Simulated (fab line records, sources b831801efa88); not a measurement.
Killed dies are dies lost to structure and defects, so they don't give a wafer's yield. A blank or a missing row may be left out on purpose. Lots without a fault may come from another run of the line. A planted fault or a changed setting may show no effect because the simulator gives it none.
Split-lot experiment | flow gf180mcu | 5 lots, 23 wafers read, on a route of 602 steps

THE SPLIT
At GF_V4_SPUTTER_21 (material Ti, target thk 15 nm, time 80.02 s), the setting time_s was moved away from the recipe's 80.02 s on 4 of the 23 wafers read, by -13.1% to +4.1%. The other wafers ran this setting at the recipe's value.

The reading is taken at the split's own step.

THE READING
Ti_of_V4_SPUTTER_21.thk_nm (the simulator's own value, which no gauge read), in nm, at GF_V4_SPUTTER_21 (material Ti, target thk 15 nm, time 80.02 s). The file gives no usual value for it. The 19 wafers here that ran the recipe average 14.96 nm, standard deviation 0.21 nm.

wafer  | tool, chamber at the split | time_s as run, s | against the recipe | Ti_of_V4_SPUTTER_21.thk_nm, nm | against lot-mates on the recipe
L075.1 | pvd_sputter-03, -          | 80.02            | recipe             | 14.74                          | -
L075.2 | pvd_sputter-03, -          | 69.51            | -13.1%             | 13.12                          | -1.76
L075.3 | pvd_sputter-03, -          | 69.51            | -13.1%             | 12.83                          | -2.05
L075.5 | pvd_sputter-03, -          | 80.02            | recipe             | 15.19                          | -
L075.6 | pvd_sputter-03, -          | 80.02            | recipe             | 14.72                          | -
L077.1 | pvd_sputter-03, -          | 80.02            | recipe             | 14.93                          | -
L077.2 | pvd_sputter-03, -          | 80.02            | recipe             | 15.15                          | -
L077.4 | pvd_sputter-03, -          | 80.02            | recipe             | 15.13                          | -
L077.5 | pvd_sputter-03, -          | 80.02            | recipe             | 14.77                          | -
L077.6 | pvd_sputter-03, -          | 80.02            | recipe             | 15.36                          | -
L076.1 | pvd_sputter-02, -          | 80.02            | recipe             | 14.97                          | -
L076.2 | pvd_sputter-02, -          | 80.02            | recipe             | 14.93                          | -
L076.3 | pvd_sputter-02, -          | 80.02            | recipe             | 15.08                          | -
L076.4 | pvd_sputter-02, -          | 80.02            | recipe             | 15.33                          | -
L076.5 | pvd_sputter-02, -          | 80.02            | recipe             | 14.99                          | -
L082.1 | pvd_sputter-04, -          | 80.02            | recipe             | 14.53                          | -
L082.2 | pvd_sputter-04, -          | 80.02            | recipe             | 14.82                          | -
L082.5 | pvd_sputter-04, -          | 80.02            | recipe             | 14.68                          | -
L084.1 | pvd_sputter-02, -          | 80.02            | recipe             | 15.01                          | -
L084.2 | pvd_sputter-02, -          | 83.3             | +4.1%              | 15.8                           | +0.83
L084.6 | pvd_sputter-02, -          | 83.3             | +4.1%              | 15.8                           | +0.83
L084.3 | pvd_sputter-02, -          | 80.02            | recipe             | 14.98                          | -
L084.5 | pvd_sputter-02, -          | 80.02            | recipe             | 14.93                          | -

THE FIT
A straight line over all 23 wafers: Ti_of_V4_SPUTTER_21.thk_nm changes by +0.157 nm for each +1% of time_s; r = +0.95; the points scatter about the line by 0.22 nm.
The same after taking each lot's own level away (the mean of its wafers on the recipe; 23 wafers): +0.151 nm for each +1%; r = +0.96; scatter 0.17 nm.
On that fit, the largest move of time_s shifts the reading by 2 nm.
The lots' own levels span 14.677 to 15.068 nm, that is 1.8 times the standard deviation above.
So the lot-to-lot level changes the slope little: the two slopes agree.
Check: with one of the wafers moved furthest among these (-13.1%) left out of the fit, the line predicts -2.14 nm for it against its lot-mates. It came out at -1.76 nm against them.

OTHER SPLITS ON THESE WAFERS
These wafers also went through other splits before the reading. Each is held against what the fit with the lots' levels taken away leaves over:
other split on the same wafers | wafers away from the commonest value | r with Ti_of_V4_SPUTTER_21.thk_nm (lot level and that fit taken away)
GF_M2_SPUTTER_02 power_w       | 6                                    | -0.01
GF_V2_COAT_09 resist_thk_nm    | 9                                    | -0.23
GF_V2_SOFTBAKE_10 time_s       | 9                                    | +0.39
GF_V2_SPUTTER_22 time_s        | 7                                    | -0.36
GF_M3_SPUTTER_03 power_w       | 6                                    | +0.23
GF_M3_METAL_ETCH_16 icp_w      | 6                                    | -0.21
GF_V3_SPUTTER_21 power_w       | 9                                    | -0.02
GF_M4_METAL_ETCH_16 time_s     | 4                                    | -0.13

THE FILE'S OWN FIT
Ti_of_V4_SPUTTER_21.thk_nm changes by +0.15 nm for each +1% of time_s, r = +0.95.
